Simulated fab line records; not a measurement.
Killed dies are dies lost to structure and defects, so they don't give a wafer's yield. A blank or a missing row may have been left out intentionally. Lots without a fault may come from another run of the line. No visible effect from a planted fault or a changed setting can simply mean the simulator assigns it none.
fab line records	flow sfqLine
record: lots: 6	wafers: 18	lastDay: 86
route steps=325 shown I1@77 M2@88 I2@103 M3@118 M8@325
lots with no fault: from the same line, run without faults
startH: start of the lot's first displayed wafer, in hours after the record's first day	waitH: hours since the lot's step before	" unchanged from the row above	L1.1+2: several wafers, shown together as one row	- no value present, or no start provided	* or withheld: withheld	< > ~ a bound
route shown NAME@n: names a module that has steps shown in the file, with the first one's number in the route	usual: average and standard deviation across the fault-free wafers	same: alike in all rows	chamber/n: place in a boat	sites: readings site by site	_std_site: standard deviation of those values	_edge_site: the outer-site mean with the inner-site mean subtracted	radiusMm: how far each site lies from the wafer's centre	mask NAME#n: copy n	behind: tool/chamber where the wafer was last shaped	hold: cause of the lot's hold/its duration in hours/its outcome	device: names the non-switching transistor (n, p or np)	end of line: the same wafers' tests at the end of the route	a step given without rows: its recipe and nothing more	killed: at the first sort, the dies lost to defects and structure; wafer yield is something else	map: per-die view of a wafer (x killed, . not killed, _ where there is no die)
set.NAME: the setting as run; set.NAME@STEP: as run at that earlier step	model.NAME: the simulator's own value behind a step, which no gauge read
certain route steps with their lots: each step a table, each wafer a row
services: when a tool's chamber went out of use (startH, in hours from the record's first day, below 0 if earlier), for how many hours, and the reason
== steps ==
step: SFQ_TRILAYER_I1_VIA_LITHO_COAT_054
recipe: resist: BARC	spinRpm: 3000	resistThkNm: 62
step: SFQ_TRILAYER_I1_VIA_LITHO_COAT_049
recipe: resist: KrF	spinRpm: 3000	resistThkNm: 650
step: SFQ_TRILAYER_I1_VIA_LITHO_SOFTBAKE_053
recipe: tempC: withheld	timeS: withheld	resist: KrF
step: SFQ_TRILAYER_I1_VIA_LITHO_EXPOSE_050
recipe: maskId: I1	na: 0.6	sourceShape: conventional	sigmaOuter: 0.65	targetCdNm: 500	doseMj: 21.3
step: SFQ_TRILAYER_I1_VIA_LITHO_PEB_052
recipe: pebTempC: 115	pebTimeS: 60	resist: KrF
step: SFQ_TRILAYER_I1_VIA_LITHO_DEVELOP_051
recipe: timeS: 60	resist: KrF
step: SFQ_I1_OVL_MEAS_913
usual: I1_OVL: 0/5.7
lot.wafer	tool	chamber	startH	waitH	I1_OVL[nm]
L649.1	overlay-01	-	622.32	0.1	-4
L649.2	"	-	"	"	7
L649.6	"	-	"	"	-1
L656.1	overlay-02	-	819.11	0.1	-12
L656.3	"	-	"	"	-7
L656.4	"	-	"	"	-1
L657.1	overlay-02	-	823.71	0.1	-2
L657.4	"	-	"	"	2
L657.6	"	-	"	"	0
L661.1	overlay-02	-	860.71	0.1	-3
L661.4	"	-	"	"	5
L661.5	"	-	"	"	1
L665.2	overlay-02	-	893.12	0.1	7
L665.3	"	-	"	"	6
L665.6	"	-	"	"	7
L667.1	overlay-01	-	908.71	0.1	3
L667.3	"	-	"	"	2
L667.5	"	-	"	"	4
step: SFQ_TRILAYER_I1_VIA_BARC_OPEN_VIA_ETCH_071
recipe: maskMaterial: PR	chemistry: O2	targetDepthNm: 125	target: BARC	sourceW: 500	biasW: 80	pressureMtorr: 30	timeS: 41.7
usual: drypumpMotorCurrentA: 5.5/0.49	oesProductAu: 0.684/0.0046
lot.wafer	tool	chamber	startH	waitH	drypumpMotorCurrentA	oesProductAu	rfHoursCounterH
L649.1	rieDiel-01	2	622.35	0.0	5.8	0.682	6
L649.2	"	1	"	"	5.0	0.685	7
L649.6	"	2	"	"	5.8	0.681	-
L656.1	rieDiel-04	2	819.15	0.0	5.2	0.692	7
L656.3	"	1	"	"	4.9	0.693	24
L656.4	"	2	"	"	5.2	0.683	-
L657.1	rieDiel-04	2	823.75	0.0	5.1	0.682	7
L657.4	"	1	"	"	4.9	0.674	24
L657.6	"	3	"	"	6.0	0.688	-
L661.1	rieDiel-04	1	860.75	0.0	4.9	0.679	24
L661.4	"	3	"	"	6.0	0.678	5
L661.5	"	3	"	"	6.0	0.689	-
L665.2	rieDiel-02	3	893.15	0.0	5.7	0.686	5
L665.3	"	0	"	"	6.0	0.687	8
L665.6	"	1	"	"	4.8	0.678	-
L667.1	rieDiel-02	0	908.75	0.0	6.0	0.682	9
L667.3	"	2	"	"	6.3	0.686	1
L667.5	"	3	"	"	5.7	0.681	-
step: SFQ_TRILAYER_I1_VIA_ETCH_VIA_ETCH_052
recipe: target: SiO2	stopOn: Nb	maskMaterial: PR	taperDeg: 20	chemistry: CHF3	targetDepthNm: 260	sourceW: 500	biasW: 80	pressureMtorr: 30	timeS: withheld
usual: drypumpMotorCurrentA: 5.5/0.49	oesProductAu: 0.854/0.005
lot.wafer	tool	chamber	startH	waitH	drypumpMotorCurrentA	oesProductAu
L649.1	rieDiel-01	2	622.39	0.0	5.8	0.848
L649.2	"	1	"	"	5.0	0.853
L649.6	"	2	"	"	5.8	0.860
L656.1	rieDiel-04	2	819.19	0.0	5.1	0.850
L656.3	"	1	"	"	4.9	0.852
L656.4	"	2	"	"	5.1	0.852
L657.1	rieDiel-04	2	823.79	0.0	5.1	0.856
L657.4	"	1	"	"	4.9	0.846
L657.6	"	3	"	"	6.0	0.855
L661.1	rieDiel-04	1	860.79	0.0	4.9	0.862
L661.4	"	3	"	"	6.0	0.854
L661.5	"	3	"	"	6.0	0.852
L665.2	rieDiel-02	3	893.19	0.0	5.7	0.861
L665.3	"	0	"	"	6.0	0.864
L665.6	"	1	"	"	4.8	0.843
L667.1	rieDiel-02	0	908.79	0.0	6.0	0.851
L667.3	"	2	"	"	6.3	0.858
L667.5	"	3	"	"	5.7	0.860
step: SFQ_TRILAYER_I1_VIA_STRIP_STRIP_053
recipe: gas: O2	powerW: 200	platenTempC: 40	overashFraction: 0.65	chemistry: O2	pressureMtorr: 50
step: SFQ_TRILAYER_I1_VIA_STRIP_SOLV_CLEAN_054
recipe: chemistry: NMP	tempC: 70	timeS: 600
step: SFQ_TRILAYER_M2_DEP_PRE_CLEAN_056
recipe: gas: Ar	timeS: 22.5	biasV: 250
step: SFQ_TRILAYER_M2_DEP_SPUTTER_055
recipe: material: Nb	basePressurePa: 1.33e-06	chamberPressurePa: 0.1333	substrateTempC: 20	resputterCathodeVoltageV: 400	targetThkNm: 200	powerW: 2000	timeS: 133.3
usual: cathodeDcPowerW: 2000.0/0.37	chamberPressurePa: 0.13328/0.00027	throttleValvePct: 30.0/0.92
lot.wafer	tool	chamber	startH	waitH	cathodeDcPowerW	chamberPressurePa	throttleValvePct	model.Nb_of_TRILAYER_M2_DEP_SPUTTER_055.thkNm
L649.1	pvdSputter-06	-	623.91	0.0	2000.1	0.13361	28.0	200.3
L649.2	"	-	"	"	1999.9	0.13344	31.2	200.6
L649.6	"	-	"	"	1999.3	0.13353	30.9	200.7
L656.1	pvdSputter-06	-	820.12	0.0	1721.5	0.13333	28.0	170.5
L656.3	"	-	"	"	1721.3	0.1334	31.2	168.9
L656.4	"	-	"	"	1721.9	0.13331	30.2	167.1
L657.1	pvdSputter-06	-	824.70	0.0	1721.6	0.13294	31.6	174
L657.4	"	-	"	"	1721.7	0.13324	30.1	171.3
L657.6	"	-	"	"	1721.7	0.13274	31.5	173.7
L661.1	pvdSputter-05	-	861.70	0.0	1999.1	0.13314	30.0	202.6
L661.4	"	-	"	"	2000.3	0.13323	30.0	200.5
L661.5	"	-	"	"	2000.1	0.1333	29.7	200
L665.2	pvdSputter-06	-	894.10	0.0	2000.2	0.13285	28.3	198.3
L665.3	"	-	"	"	1999.8	0.13297	29.6	200.6
L665.6	"	-	"	"	1999.8	0.13346	28.3	200.2
L667.1	pvdSputter-05	-	909.70	0.0	2000.5	0.13305	30.2	200.3
L667.3	"	-	"	"	1999.9	0.13375	29.6	200.3
L667.5	"	-	"	"	2000.3	0.13353	29.6	198.5
step: SFQ_M2_RS_MEAS_914
recipe: thkMeasGauge: four-point-probe	reads: Nb_of_TRILAYER_M2_DEP_SPUTTER_055
usual: M2_NB_RS: 0.888/0.012
lot.wafer	tool	chamber	startH	waitH	M2_NB_RS[ohm/sq]
L649.1	filmMetro-02	-	624.00	0.0	0.892
L649.2	"	-	"	"	0.890
L649.6	"	-	"	"	0.888
L656.1	filmMetro-02	-	820.21	0.0	1.048
L656.3	"	-	"	"	1.059
L656.4	"	-	"	"	1.069
L657.1	filmMetro-02	-	824.79	0.0	1.026
L657.4	"	-	"	"	1.045
L657.6	"	-	"	"	1.028
L661.1	filmMetro-01	-	861.79	0.0	0.878
L661.4	"	-	"	"	0.886
L661.5	"	-	"	"	0.891
L665.2	filmMetro-02	-	894.21	0.1	0.900
L665.3	"	-	"	"	0.889
L665.6	"	-	"	"	0.890
L667.1	filmMetro-01	-	909.79	0.0	0.888
L667.3	"	-	"	"	0.888
L667.5	"	-	"	"	0.898
step: SFQ_TRILAYER_M2_LITHO_COAT_062
recipe: resist: BARC	spinRpm: 3000	resistThkNm: 62
step: SFQ_TRILAYER_M2_LITHO_COAT_057
recipe: resist: KrF	spinRpm: 3000	resistThkNm: 600
step: SFQ_TRILAYER_M2_LITHO_SOFTBAKE_061
recipe: tempC: withheld	timeS: withheld	resist: KrF
step: SFQ_TRILAYER_M2_LITHO_EXPOSE_058
recipe: maskId: M2	na: 0.6	sourceShape: conventional	sigmaOuter: 0.65	targetCdNm: 500	doseMj: 14.4
step: SFQ_TRILAYER_M2_LITHO_PEB_060
recipe: pebTempC: 115	pebTimeS: 60	resist: KrF
step: SFQ_TRILAYER_M2_LITHO_DEVELOP_059
recipe: timeS: 60	resist: KrF
step: SFQ_M2_OVL_MEAS_916
usual: M2_OVL: -2/5.6
lot.wafer	tool	chamber	startH	waitH	M2_OVL[nm]
L649.1	overlay-02	-	634.90	0.1	-4
L649.2	"	-	"	"	5
L649.6	"	-	"	"	3
L656.1	overlay-01	-	823.98	0.1	-6
L656.3	"	-	"	"	-7
L656.4	"	-	"	"	-5
L657.1	overlay-02	-	837.03	0.1	-19
L657.4	"	-	"	"	-9
L657.6	"	-	"	"	-5
L661.1	overlay-01	-	864.35	0.1	-5
L661.4	"	-	"	"	-5
L661.5	"	-	"	"	-3
L665.2	overlay-01	-	896.63	0.1	-11
L665.3	"	-	"	"	-5
L665.6	"	-	"	"	-6
L667.1	overlay-02	-	921.99	0.1	-1
L667.3	"	-	"	"	-1
L667.5	"	-	"	"	-1
step: SFQ_TRILAYER_M2_BARC_OPEN_METAL_ETCH_077
recipe: maskMaterial: PR	chemistry: O2	targetDepthNm: 125	target: BARC	icpW: 600	biasW: 80	pressureMtorr: 10	timeS: 41.7
step: SFQ_TRILAYER_M2_ETCH_METAL_ETCH_060
recipe: target: Nb	stopOn: SiO2	maskMaterial: PR	chemistry: Cl2/Ar	targetDepthNm: 240	icpW: 600	biasW: 80	pressureMtorr: 10	timeS: 120
usual: drypumpMotorCurrentA: 5.6/0.47	heBacksideLeakSccm: 3.5/0.34	oesProductAu: 0.895/0.0081
lot.wafer	tool	chamber	startH	waitH	drypumpMotorCurrentA	heBacksideLeakSccm	oesProductAu	rfHoursCounterH
L649.1	rieMetal-02	1	635.00	0.0	5.7	4.1	0.886	123
L649.2	"	0	"	"	5.6	3.3	0.886	49
L649.6	"	1	"	"	5.8	3.8	0.894	-
L656.1	rieMetal-01	0	824.10	0.1	5.2	3.2	0.813	86
L656.3	"	0	"	"	5.2	3.2	0.814	-
L656.4	"	1	"	"	6.0	3.1	0.804	-
L657.1	rieMetal-03	0	837.13	0.0	6.1	3.7	0.824	54
L657.4	"	1	"	"	4.8	3.4	0.825	-
L657.6	"	1	"	"	4.8	3.5	0.832	-
L661.1	rieMetal-03	0	864.44	0.0	6.1	3.5	0.896	59
L661.4	"	1	"	"	4.8	3.4	0.893	-
L661.5	"	1	"	"	4.8	3.6	0.894	-
L665.2	rieMetal-02	1	896.72	0.0	5.8	3.4	0.883	9
L665.3	"	0	"	"	5.6	3.3	0.903	-
L665.6	"	0	"	"	5.6	3.2	0.888	-
L667.1	rieMetal-03	0	922.09	0.0	6.1	3.4	0.898	65
L667.3	"	0	"	"	6.1	3.5	0.889	-
L667.5	"	0	"	"	6.1	3.5	0.889	-
step: SFQ_TRILAYER_M2_STRIP_STRIP_061
recipe: gas: O2	powerW: 200	platenTempC: 40	overashFraction: 0.65	chemistry: O2	pressureMtorr: 50
step: SFQ_TRILAYER_M2_STRIP_SOLV_CLEAN_062
recipe: chemistry: NMP	tempC: 70	timeS: 600
step: SFQ_TRILAYER_I2_DEP_PECVD_063
recipe: material: SiO2	tempC: 150	timeS: 111.11	pressureTorr: 2.4	rfW: 183.3	precursor: SiH4/N2O	targetThkNm: 500
step: SFQ_TRILAYER_I2_CMP_CMP_064
recipe: material: SiO2	downForcePsi: 3	platenRpm: 60	padVelocityMS: 0.94248
usual: motorCurrentA: 10.1/1	retainingRingPressureFrac: 1.000/0.005	timeToEndpointS: 216/6.8
lot.wafer	tool	chamber	startH	waitH	motorCurrentA	retainingRingPressureFrac	timeToEndpointS
L649.1	cmp-02	0	637.28	1.3	9.4	0.998	211
L649.2	"	2	638.28	2.3	11.5	0.996	211
L649.6	"	0	639.28	3.3	8.8	0.994	227
L656.4	cmp-01	2	825.32	0.0	8.9	1.000	214
L656.1	"	3	"	"	10.1	0.999	214
L656.3	"	1	826.82	1.5	8.1	0.992	206
L657.4	cmp-02	1	840.74	2.6	11.0	0.992	221
L657.1	"	2	"	"	11.8	1.005	219
L657.6	"	3	"	"	11.2	0.987	219
L661.4	cmp-02	2	868.18	2.8	11.7	0.996	218
L661.1	"	3	"	"	10.4	1.002	208
L661.5	"	1	869.68	4.3	10.6	1.001	216
L665.2	cmp-02	3	898.74	1.1	10.9	1.003	220
L665.3	"	0	"	"	8.8	0.996	226
L665.6	"	1	"	"	10.6	0.998	226
L667.3	cmp-02	3	923.56	0.5	10.1	1.006	208
L667.1	"	0	"	"	9.2	0.999	213
L667.5	"	2	925.06	2.0	11.1	0.999	212
step: SFQ_I2_BOW_MEAS_917
recipe: mode: bow
usual: I2_BOW: 3/8.3
lot.wafer	tool	chamber	startH	waitH	I2_BOW[um]
L649.1	filmMetro-04	-	639.78	2.0	6
L649.2	"	-	"	"	-3
L649.6	"	-	"	"	12
L656.1	filmMetro-02	-	828.32	2.0	17
L656.3	"	-	"	"	21
L656.4	"	-	"	"	0
L657.1	filmMetro-02	-	842.74	1.0	-2
L657.4	"	-	"	"	-3
L657.6	"	-	"	"	-1
L661.1	filmMetro-04	-	870.18	1.0	13
L661.4	"	-	"	"	12
L661.5	"	-	"	"	2
L665.2	filmMetro-04	-	900.76	1.5	3
L665.3	"	-	"	"	10
L665.6	"	-	"	"	9
L667.1	filmMetro-04	-	926.06	1.5	-10
L667.3	"	-	"	"	7
L667.5	"	-	"	"	-8
step: SFQ_TRILAYER_I2_METRO_MEASURE_065
usual: thkNm: 199.7/1
lot.wafer	tool	chamber	startH	waitH	thkNm
L649.1	filmMetro-04	-	639.90	0.1	200.1
L649.2	"	-	"	"	198.0
L649.6	"	-	"	"	199.7
L656.1	filmMetro-02	-	828.44	0.1	198.6
L656.3	"	-	"	"	198.5
L656.4	"	-	"	"	199.6
L657.1	filmMetro-02	-	842.86	0.1	199.5
L657.4	"	-	"	"	200.9
L657.6	"	-	"	"	200.6
L661.1	filmMetro-04	-	870.30	0.1	200.9
L661.4	"	-	"	"	199.8
L661.5	"	-	"	"	201.3
L665.2	filmMetro-04	-	901.06	0.3	200.8
L665.3	"	-	"	"	200.3
L665.6	"	-	"	"	200.4
L667.1	filmMetro-04	-	926.18	0.1	198.9
L667.3	"	-	"	"	199.0
L667.5	"	-	"	"	198.9
step: SFQ_TRILAYER_I2_VIA_LITHO_COAT_072
recipe: resist: BARC	spinRpm: 3000	resistThkNm: 62
step: SFQ_TRILAYER_I2_VIA_LITHO_COAT_067
recipe: resist: KrF	spinRpm: 3000	resistThkNm: 650
step: SFQ_TRILAYER_I2_VIA_LITHO_SOFTBAKE_071
recipe: tempC: withheld	timeS: withheld	resist: KrF
step: SFQ_TRILAYER_I2_VIA_LITHO_EXPOSE_068
recipe: maskId: I2	na: 0.6	sourceShape: conventional	sigmaOuter: 0.65	targetCdNm: 500	doseMj: 21.3
step: SFQ_TRILAYER_I2_VIA_LITHO_PEB_070
recipe: pebTempC: 115	pebTimeS: 60	resist: KrF
step: SFQ_TRILAYER_I2_VIA_LITHO_DEVELOP_069
recipe: timeS: 60	resist: KrF
step: SFQ_I2_OVL_MEAS_918
usual: I2_OVL: 0/4.3
lot.wafer	tool	chamber	startH	waitH	I2_OVL[nm]
L649.1	overlay-01	-	782.98	0.1	4
L649.2	"	-	"	"	8
L649.6	"	-	"	"	-1
L656.1	overlay-02	-	972.91	0.1	4
L656.3	"	-	"	"	-2
L656.4	"	-	"	"	2
L657.1	overlay-02	-	983.71	0.1	4
L657.4	"	-	"	"	5
L657.6	"	-	"	"	5
L661.1	overlay-01	-	1016.27	0.1	-6
L661.4	"	-	"	"	-7
L661.5	"	-	"	"	-1
L665.2	overlay-01	-	1046.40	0.1	-6
L665.3	"	-	"	"	-2
L665.6	"	-	"	"	-5
L667.1	overlay-01	-	1067.99	0.1	5
L667.3	"	-	"	"	4
L667.5	"	-	"	"	-1
step: SFQ_TRILAYER_I2_VIA_BARC_OPEN_VIA_ETCH_096
recipe: maskMaterial: PR	chemistry: O2	targetDepthNm: 125	target: BARC	sourceW: 500	biasW: 80	pressureMtorr: 30	timeS: 41.7
step: SFQ_TRILAYER_I2_VIA_ETCH_VIA_ETCH_070
recipe: target: SiO2	stopOn: Nb	maskMaterial: PR	taperDeg: 20	chemistry: CHF3	targetDepthNm: 260	sourceW: 500	biasW: 80	pressureMtorr: 30	timeS: withheld
usual: drypumpMotorCurrentA: 5.6/0.6	oesProductAu: 0.853/0.005
lot.wafer	tool	chamber	startH	waitH	drypumpMotorCurrentA	oesProductAu
L649.1	rieDiel-02	1	783.06	0.0	4.8	0.852
L649.2	"	3	"	"	5.7	0.857
L649.6	"	3	"	"	5.7	0.849
L656.1	rieDiel-04	0	972.99	0.0	5.1	0.859
L656.3	"	2	"	"	5.2	0.856
L656.4	"	3	"	"	6.1	0.863
L657.1	rieDiel-04	1	983.79	0.0	4.9	0.847
L657.4	"	3	"	"	6.1	0.858
L657.6	"	0	"	"	5.1	0.856
L661.1	rieDiel-03	3	1016.34	0.0	5.8	0.856
L661.4	"	2	"	"	6.4	0.850
L661.5	"	0	"	"	6.2	0.863
L665.2	rieDiel-04	3	1046.47	0.0	6.0	0.848
L665.3	"	0	"	"	5.1	0.857
L665.6	"	2	"	"	5.1	0.856
L667.1	rieDiel-04	0	1068.07	0.0	5.1	0.848
L667.3	"	1	"	"	4.9	0.850
L667.5	"	0	"	"	5.1	0.853
step: SFQ_TRILAYER_I2_VIA_STRIP_STRIP_071
recipe: gas: O2	powerW: 200	platenTempC: 40	overashFraction: 0.65	chemistry: O2	pressureMtorr: 50
step: SFQ_TRILAYER_I2_VIA_STRIP_SOLV_CLEAN_072
recipe: chemistry: NMP	tempC: 70	timeS: 600
step: SFQ_TRILAYER_M3_DEP_PRE_CLEAN_074
recipe: gas: Ar	timeS: 22.5	biasV: 250
step: SFQ_M8_BOW_MEAS_951
recipe: mode: bow
usual: M8_BOW: 9/8.9
lot.wafer	tool	chamber	startH	waitH	M8_BOW[um]	model.etest.m2.ohmUm	model.etest.i1.linkOhm	model.etest.i2.linkOhm	model.etest.m2.ohmSq
L649.1	filmMetro-03	-	2007.84	0.0	2	1.772	1.975	1.974	0.8882
L649.2	"	-	"	"	-7	1.771	1.968	1.984	0.8871
L649.6	"	-	"	"	7	1.777	1.975	1.988	0.8864
L656.1	filmMetro-02	-	2030.64	0.0	29	2.082	2.136	2.121	1.044
L656.3	"	-	"	"	32	2.11	2.155	2.122	1.053
L656.4	"	-	"	"	13	2.12	2.165	2.145	1.065
L657.1	filmMetro-03	-	2035.47	0.0	6	2.047	2.128	2.092	1.023
L657.4	"	-	"	"	5	2.082	2.151	2.118	1.039
L657.6	"	-	"	"	6	2.043	2.138	2.102	1.024
L661.1	filmMetro-04	-	2050.08	0.0	15	1.748	1.956	1.935	0.8784
L661.4	"	-	"	"	14	1.773	1.972	1.953	0.8872
L661.5	"	-	"	"	6	1.774	1.969	1.954	0.8898
L665.2	filmMetro-04	-	2063.06	0.0	-2	1.811	1.978	1.976	0.8973
L665.3	"	-	"	"	6	1.78	1.961	1.98	0.8868
L665.6	"	-	"	"	4	1.789	1.955	1.951	0.8889
L667.1	filmMetro-03	-	2070.24	0.0	-4	1.77	1.949	1.978	0.8884
L667.3	"	-	"	"	12	1.776	1.963	1.963	0.8882
L667.5	"	-	"	"	-2	1.789	1.96	1.971	0.8963
== services ==
tool	chamber	startH	hours	kind
rieDiel-02	2	616.22	19.5	repair
rieDiel-02	1	628.75	4.7	repair
cmp-02	-	672.31	1.1	repair
cmp-02	-	688.41	4.9	pm
rieDiel-04	2	690.26	10.6	repair
rieDiel-02	0	703.97	16.7	repair
cmp-02	-	723.68	1.3	repair
cmp-02	-	746.91	4.0	pm
rieDiel-02	2	749.47	2.5	repair
rieDiel-04	-	752.43	0.6	repair
rieDiel-04	2	771.79	19.3	repair
rieDiel-02	2	784.29	9.1	repair
rieDiel-04	3	788.19	3.5	repair
rieDiel-04	3	810.86	10.1	repair
cmp-02	-	835.19	1.6	repair
rieDiel-04	0	857.66	2.5	repair
rieDiel-02	1	888.43	4.5	repair
rieDiel-02	-	891.72	0.1	repair
rieDiel-04	1	896.74	5.3	repair
rieDiel-04	2	898.43	14.4	repair
cmp-02	-	903.55	1.2	repair
rieDiel-02	1	944.11	5.2	repair
rieDiel-02	3	948.62	17.2	repair
rieDiel-04	2	1065.81	6.3	repair
== key ==
firstSign: step: SFQ_TRILAYER_M2_DEP_SPUTTER_055	reading: cathodeDcPowerW	direction: down	sigmas: 99+	usual: 2000.0	struck: 1721.6
effect: step: SFQ_M2_RS_MEAS_914	reading: M2_NB_RS	direction: up	sigmas: 13	usual: 0.888	struck: 1.046
effect: step: SFQ_TRILAYER_M2_ETCH_METAL_ETCH_060	reading: oesProductAu	direction: down	sigmas: 9.5	usual: 0.895	struck: 0.819
modelEffect: step: SFQ_TRILAYER_M2_DEP_SPUTTER_055	value: Nb_of_TRILAYER_M2_DEP_SPUTTER_055.thkNm	without: 198.8	struck: 170.9
modelEffect: step: SFQ_M8_BOW_MEAS_951	value: etest.m2.ohmUm	without: 1.789	struck: 2.081
metAt SFQ_TRILAYER_M2_DEP_SPUTTER_055
struckWafers L656.1,L656.3,L656.4,L657.1,L657.4,L657.6
onsetBetween 623.91 820.12
fault: kind: processParameterDrift	tool: pvdSputter-06	chamber: -	onsetH: 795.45	steps: SFQ_TRILAYER_M2_DEP_SPUTTER_055	channel: powerW	offset: -278.56	shape: step	endH: 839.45	actsIn: theseRecipesOnly	stated: 2000
